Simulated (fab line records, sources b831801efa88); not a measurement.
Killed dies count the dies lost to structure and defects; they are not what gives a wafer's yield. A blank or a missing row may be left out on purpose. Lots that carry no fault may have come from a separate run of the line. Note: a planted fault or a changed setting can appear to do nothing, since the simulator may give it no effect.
fab line records	flow sfq_line
record lots=15	wafers=43	last_day=85
route steps=325 shown I0@53 I4@164 JJ@196 M5@204
lots that met no fault: from a run of the same line without faults
start_h: the number of hours between the record's first day and the start of the first shown wafer of the lot	wait_h: time in hours since the lot's previous step	" same as the row above	L1.1+2: several wafers, shown together as one row	- no value present, or no start provided	* or withheld: withheld	< > ~ a bound
route shown NAME@n: a module of which the file shows steps, and the number in the route of the first	usual: the fault-free wafers' mean and standard deviation	same: alike in all rows	chamber/n: place in a boat	sites: the reading at each site	_std_site: standard deviation of those values	_edge_site: mean of outer sites minus mean of inner sites	radius_mm: for every site, how far away it sits from the centre of the wafer	mask NAME#n: copy n	behind: tool/chamber where the wafer was last shaped	hold: reason for holding the lot/hours on hold/outcome of the hold	device: the transistor (n, p or np) that didn't switch	end of line: the route-end tests of the same wafers	where a step has no rows: the recipe by itself	killed: not the wafer's yield, but the dies lost to structure and defects at the first sort	map: the dies of a wafer, with x for killed, . for not killed, _ for no die there
set.NAME: the setting that was run; set.NAME@STEP: the one run at that earlier step	model.NAME: the simulator's own value behind a step, which no gauge read
one table for each step of the route and one row for each wafer, over a sample of lots
services: from which hour (start_h, from the record's first day; less than 0 if before it) a tool's chamber was out of use, for how many hours, and why
## steps
# step SFQ_I0_OVL_MEAS_908
# usual I0_OVL=-3/5.6
lot.wafer	tool	chamber	start_h	wait_h	I0_OVL[nm]
L409.1	overlay-02	-	354.57	0.1	-8
L409.2	"	-	"	"	-8
L409.3	"	-	"	"	-7
L410.2	overlay-01	-	380.02	0.1	-1
L410.4	"	-	"	"	-8
L410.6	"	-	"	"	0
L411.1	overlay-02	-	388.42	0.1	0
L411.2	"	-	"	"	-1
L411.4	"	-	"	"	1
L412.1	overlay-02	-	413.62	0.1	-3
L412.3	"	-	"	"	-10
L412.6	"	-	"	"	-10
L413.1	overlay-02	-	423.22	0.1	-10
L413.2	"	-	"	"	-7
L413.5	"	-	"	"	-5
L416.1	overlay-01	-	452.46	0.1	-5
L416.4	"	-	"	"	-2
L416.6	"	-	"	"	-9
L417.1	overlay-01	-	453.79	0.1	8
L417.3	"	-	"	"	13
L417.4	"	-	"	"	4
L418.1	overlay-02	-	470.59	0.1	-2
L418.2	"	-	"	"	-2
L418.3	"	-	"	"	-4
L419.2	overlay-01	-	475.39	0.1	-13
L419.3	"	-	"	"	-16
L419.6	"	-	"	"	-15
L420.2	overlay-02	-	486.19	0.1	-8
L420.3	"	-	"	"	3
L420.4	"	-	"	"	-1
L421.2	overlay-01	-	492.30	0.1	1
L421.3	"	-	"	"	-3
L421.4	"	-	"	"	-1
L422.2	overlay-01	-	499.50	0.1	5
L422.3	"	-	"	"	1
L422.5	"	-	"	"	-4
L423.3	overlay-01	-	515.11	0.1	-6
L423.4	"	-	"	"	-4
L424.2	overlay-01	-	527.10	0.1	-9
L424.6	"	-	"	"	-8
L430.1	overlay-01	-	627.23	0.1	5
L430.2	"	-	"	"	1
L430.3	"	-	"	"	0
# step SFQ_TRILAYER_I4_CMP_CMP_100
# recipe material=SiO2	down_force_psi=3	platen_rpm=60	pad_velocity_m_s=0.94248
# usual motor_current_A=10.0/0.57	time_to_endpoint_s=217/9.3
lot.wafer	tool	chamber	start_h	wait_h	motor_current_A	time_to_endpoint_s
L409.2	cmp-01	3	970.38	8.1	9.6	208
L409.1	"	1	971.38	9.1	10.2	227
L409.3	"	2	"	"	10.5	214
L410.4	cmp-01	3	976.38	9.2	10.0	219
L410.2	"	0	"	"	10.8	223
L410.6	"	3	978.38	11.2	9.2	219
L411.1	cmp-01	0	979.38	9.2	10.2	203
L411.2	"	2	980.38	10.2	10.0	212
L411.4	"	3	"	"	9.6	202
L412.1	cmp-02	2	985.76	10.9	10.6	212
L412.3	"	1	987.26	12.4	9.3	211
L412.6	"	2	"	"	10.3	225
L413.2	cmp-02	1	989.26	12.0	10.0	211
L413.1	"	3	990.26	13.0	9.5	213
L413.5	"	1	991.26	13.9	9.8	213
L416.1	cmp-02	0	997.76	13.3	9.0	215
L416.4	"	3	999.26	14.7	9.0	207
L416.6	"	0	"	"	9.3	215
L417.4	cmp-02	0	1006.76	12.6	9.6	214
L417.1	"	1	"	"	9.8	200
L417.3	"	3	1008.26	14.2	9.3	201
L418.3	cmp-01	3	1012.38	12.3	8.8	204
L418.1	"	0	"	"	10.4	215
L418.2	"	1	"	"	9.6	232
L419.2	cmp-01	1	1066.53	0.5	10.0	235
L419.3	"	2	"	"	10.9	226
L419.6	"	0	1068.03	2.0	11.5	224
L420.2	cmp-01	2	1069.03	0.6	10.3	214
L420.4	"	3	"	"	9.5	216
L420.3	"	1	1070.53	2.1	10.2	229
L421.2	cmp-02	2	1070.30	0.5	10.5	218
L421.4	"	3	"	"	9.6	218
L421.3	"	0	"	"	9.4	205
L422.2	cmp-02	1	1072.80	2.0	10.3	114
L422.3	"	3	1073.80	3.0	9.5	202
L422.5	"	2	1075.30	4.5	10.0	220
L423.4	cmp-02	2	1079.80	5.4	11.0	124
L423.3	"	3	"	"	9.2	210
L424.2	cmp-02	0	1081.80	6.2	9.5	113
L424.6	"	1	1084.30	8.7	10.3	202
L430.1	cmp-01	2	1215.06	3.6	10.7	224
L430.3	"	0	1216.06	4.6	10.7	224
L430.2	"	1	"	"	9.8	238
# step SFQ_TRILAYER_JJ_CE_STRIP_STRIP_120
# recipe gas=O2	power_w=200	platen_temp_c=40	overash_fraction=0.65	chemistry=O2	pressure_mtorr=50
# usual drypump_motor_current_A=6.0/0.42	oes_product_au=1.006/0.012
lot.wafer	tool	chamber	start_h	wait_h	drypump_motor_current_A	oes_product_au	rf_hours_counter_h
L409.1	rie_metal-02	1	1118.53	0.0	6.2	1.017	60
L409.2	"	0	"	"	5.4	1.027	41
L409.3	"	1	"	"	6.2	1.014	-
L410.2	rie_metal-02	1	1124.50	0.2	6.2	1.020	-
L410.4	"	1	"	"	6.2	1.023	-
L410.6	"	1	"	"	6.2	1.018	-
L411.1	rie_metal-03	0	1125.61	0.0	6.2	1.008	133
L411.2	"	1	"	"	6.6	0.997	72
L411.4	"	1	"	"	6.6	0.998	-
L412.1	rie_metal-02	0	1241.66	0.0	5.4	1.025	58
L412.3	"	0	"	"	5.4	1.017	-
L412.6	"	1	"	"	6.2	1.008	-
L413.1	rie_metal-03	0	1242.86	0.0	6.2	1.010	6
L413.2	"	1	"	"	6.6	0.999	93
L413.5	"	0	"	"	6.2	1.009	-
L416.1	rie_metal-03	0	1256.06	0.0	6.2	0.999	8
L416.4	"	0	"	"	6.2	1.021	-
L416.6	"	1	"	"	6.6	0.995	-
L417.1	rie_metal-02	0	1274.65	0.0	5.4	1.009	64
L417.3	"	0	"	"	5.4	1.016	-
L417.4	"	1	"	"	6.2	1.007	-
L418.1	rie_metal-02	0	1287.16	0.0	5.4	1.009	65
L418.2	"	1	"	"	6.2	1.006	88
L418.3	"	0	"	"	5.4	1.022	-
L419.2	rie_metal-02	1	1303.96	0.0	6.2	1.011	90
L419.3	"	1	"	"	6.2	1.002	-
L419.6	"	1	"	"	6.2	1.008	-
L420.2	rie_metal-03	0	1308.76	0.0	6.2	0.994	16
L420.3	"	1	"	"	6.6	0.989	-
L420.4	"	0	"	"	6.2	1.000	-
L421.2	rie_metal-04	0	1311.16	0.0	5.7	0.982	124
L421.3	"	1	"	"	5.6	0.996	-
L421.4	"	0	"	"	5.7	0.987	-
L422.2	rie_metal-04	1	1314.96	0.2	5.5	1.001	-
L422.3	"	1	"	"	5.5	0.996	-
L422.5	"	1	"	"	5.5	0.997	-
L423.3	rie_metal-02	0	1320.96	0.2	5.4	1.009	-
L423.4	"	1	"	"	6.2	1.014	-
L424.2	rie_metal-03	0	1321.96	0.0	6.2	0.991	17
L424.6	"	1	"	"	6.6	0.968	-
L430.1	rie_metal-02	1	1344.76	0.0	6.2	1.016	95
L430.2	"	0	"	"	5.4	1.015	72
L430.3	"	1	"	"	6.2	1.007	-
# step SFQ_M5_OVL_MEAS_932
# usual M5_OVL=-3/7.1
lot.wafer	tool	chamber	start_h	wait_h	M5_OVL[nm]
L409.1	overlay-02	-	1236.37	0.1	-3
L409.2	"	-	"	"	-4
L409.3	"	-	"	"	-8
L410.2	overlay-02	-	1241.28	0.1	-7
L410.4	"	-	"	"	0
L410.6	"	-	"	"	-5
L411.1	overlay-02	-	1243.67	0.1	3
L411.2	"	-	"	"	4
L411.4	"	-	"	"	7
L412.1	overlay-02	-	1250.87	0.1	-19
L412.3	"	-	"	"	-7
L412.6	"	-	"	"	-15
L413.1	overlay-02	-	1252.07	0.1	-4
L413.2	"	-	"	"	-6
L413.5	"	-	"	"	-5
L416.1	overlay-02	-	1265.27	0.1	-21
L416.4	"	-	"	"	-21
L416.6	"	-	"	"	-22
L417.1	overlay-02	-	1400.33	0.1	-3
L417.3	"	-	"	"	-6
L417.4	"	-	"	"	-6
L418.1	overlay-01	-	1411.13	0.1	20
L418.2	"	-	"	"	9
L418.3	"	-	"	"	4
L419.2	overlay-02	-	1439.00	0.1	-11
L419.3	"	-	"	"	-5
L419.6	"	-	"	"	-13
L420.2	overlay-02	-	1442.36	0.1	2
L420.3	"	-	"	"	0
L420.4	"	-	"	"	2
L421.2	overlay-01	-	1443.56	0.1	-6
L421.3	"	-	"	"	-3
L421.4	"	-	"	"	-9
L422.2	overlay-02	-	1447.16	0.1	-10
L422.3	"	-	"	"	-3
L422.5	"	-	"	"	-11
L423.3	overlay-01	-	1450.77	0.1	-3
L423.4	"	-	"	"	-1
L424.2	overlay-01	-	1451.96	0.1	-4
L424.6	"	-	"	"	4
L430.1	overlay-01	-	1469.18	0.1	-5
L430.2	"	-	"	"	1
L430.3	"	-	"	"	-5
## services
tool	chamber	start_h	hours	kind
rie_metal-03	0	985.05	1.3	repair
rie_metal-04	-	991.43	1.4	pm
cmp-02	-	1059.85	2.7	repair
cmp-01	-	1072.96	3.1	repair
cmp-02	-	1090.80	4.9	pm
cmp-02	-	1095.68	4.0	pm
rie_metal-04	-	1098.12	1.1	repair
cmp-02	-	1099.68	-	consumable_replace:conditioner
cmp-02	-	1099.68	-	consumable_replace:pad
rie_metal-04	-	1112.83	39.6	repair
cmp-01	-	1118.63	1.6	repair
rie_metal-02	0	1119.61	12.4	repair
cmp-01	-	1123.60	4.9	pm
cmp-02	-	1137.66	2.8	repair
cmp-01	-	1143.46	3.3	pm
cmp-02	-	1211.62	13.2	pm
rie_metal-03	-	1213.56	0.3	repair
rie_metal-02	-	1220.02	2.8	pm
cmp-01	-	1238.87	7.1	repair
cmp-01	-	1254.98	4.0	pm
cmp-01	-	1258.98	-	consumable_replace:conditioner
cmp-01	-	1312.48	1.2	repair
rie_metal-03	0	1335.98	4.6	repair
rie_metal-04	-	1338.10	15.6	pm
## key
first_sign step=SFQ_TRILAYER_I4_CMP_CMP_100	reading=time_to_endpoint_s	direction=down	sigmas=11	usual=*	struck=*
effect none on later readings
met_at SFQ_TRILAYER_I4_CMP_CMP_100
struck_lots L422,L423,L424
struck_wafers L422.2,L423.4,L424.2
not_acting_at SFQ_I0_OVL_MEAS_908,SFQ_TRILAYER_JJ_CE_STRIP_STRIP_120,SFQ_M5_OVL_MEAS_932
fault kind=process_parameter_drift	tool=cmp-02	chamber=-	onset_h=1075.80	steps=SFQ_TRILAYER_I4_CMP_CMP_100	channel=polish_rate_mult	offset=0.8	shape=step	end_h=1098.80	scope=struck_wafers_only
